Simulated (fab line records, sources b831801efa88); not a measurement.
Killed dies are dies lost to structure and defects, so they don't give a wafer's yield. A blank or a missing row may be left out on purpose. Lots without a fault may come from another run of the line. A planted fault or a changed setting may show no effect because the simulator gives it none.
A struck lot beside a sound one | flow gf180mcu | 19 steps out of a route of 602
Sound: wafers L161.2, L161.3, L161.6. Struck: wafers L166.3, L166.4, L166.6. The cause comes at the end.
At each step with rows: each side's tool, then ch and its chambers, then its first start. Under that, the readings that differ: sound wafers | struck wafers | difference of the means | sigmas: that difference in standard deviations of wafers without a fault.
alike: readings whose means differ by less than 2 such deviations, and words and numbers that are the same on both sides. not compared: withheld readings, readings that some wafer has no value for, bounds like >300 that may hide the same value, and numbers for which the record gives no deviation and whose values overlap.
The two part at a step that has a row with sigmas, a row that says differs or no value, or rows on one side only. Numbers that don't overlap but have no deviation are shown without sigmas and don't part them. A reading that every wafer of one side lacks parts them only if that side has two wafers or more.

GF_M5_STRIP_11: strips in O2/N2.
  sound on plasma_asher-04 ch 0, day 28 00:58; struck on plasma_asher-04 ch 0,1, day 29 19:05
  alike: drypump_motor_current_A, heater_power_w, n2_flow_sccm, oes_product_au, strip_time_to_endpoint_s
  not compared: rf_hours_counter_h
then, 3 steps without rows for these wafers: GF_M5_STRIP_12 (strips in post etch residue remover, time 1200 s); GF_M5_CLEAN_13 (cleans in DIW); GF_V5_CVD_00 (deposits SiO2, target thk 300 nm, time 50 s).
GF_V5_THK_MEAS_01:
  sound on film_metro-03, day 28 01:54; struck on film_metro-03, day 29 19:41
  alike: V5_CVD_00_THK
GF_V5_CVD_02: deposits SiO2 from TEOS, target thk 1450 nm, time 163.28 s.
  sound on pecvd-01 ch 0,1,2, day 28 01:57; struck on pecvd-01 ch 1,2, day 29 19:44
  alike: heater_power_w
GF_V5_THK_MEAS_03:
  sound on film_metro-01, day 28 02:04; struck on film_metro-04, day 29 19:52
  alike: V5_CVD_02_THK
GF_V5_CMP_04: polishes SiO2.
  sound on cmp-02 ch 1,2,3, day 28 02:07; struck on cmp-02 ch 0,1, day 29 19:54
  alike: head_pressure_psi, motor_current_A, platen_rpm
GF_V5_BOW_MEAS_05:
  sound on film_metro-03, day 28 02:26; struck on film_metro-04, day 29 20:14
  alike: V5_BOW
then, 3 steps without rows for these wafers: GF_V5_DEHYDRATE_06 (time 60 s); GF_V5_HMDS_07 (prime time 60 s); GF_V5_COAT_08.
GF_V5_COAT_09: resist thk 1000 nm.
  sound on litho_track-04 ch 0, day 28 12:00; struck on litho_track-02 ch 0, day 30 05:00
  reading                             | sound            | struck         | difference | sigmas
  model.KrF_of_V5_COAT_09.thk_nm (nm) | 1001 998.7 999.4 | 1033 1034 1033 | +34        |
then, 3 steps without rows for these wafers: GF_V5_SOFTBAKE_10 (time 60 s); GF_V5_EXPOSE_11 (exposes mask Via5, target cd 260 nm); GF_V5_PEB_12 (peb time 90 s).
GF_V5_DEVELOP_13: develop time 60 s.
  sound on litho_track-03 ch 0, day 28 22:05; struck on litho_track-04 ch 0, day 30 14:34
  reading                             | sound             | struck         | difference | sigmas
  model.KrF_of_V5_COAT_09.thk_nm (nm) | 985.6 983.7 984.5 | 1018 1019 1018 | +34        |
GF_V5_CD_MEAS_14: target cd 260 nm.
  sound on cd_sem-01, day 28 22:14; struck on cd_sem-01, day 30 14:42
  reading    | sound             | struck            | difference | sigmas
  cd_nm (nm) | 261.6 261.2 260.7 | 257.6 257.8 256.8 | -3.8       | -3
GF_PASSIVATION_PROBE_99:
  the record has rows for the struck wafers here (prober-02, day 32 06:18) and none for the sound ones

WHERE THEY PART
First at GF_V5_CD_MEAS_14; last, within this record, at GF_PASSIVATION_PROBE_99.

WHY: what the simulator had put in
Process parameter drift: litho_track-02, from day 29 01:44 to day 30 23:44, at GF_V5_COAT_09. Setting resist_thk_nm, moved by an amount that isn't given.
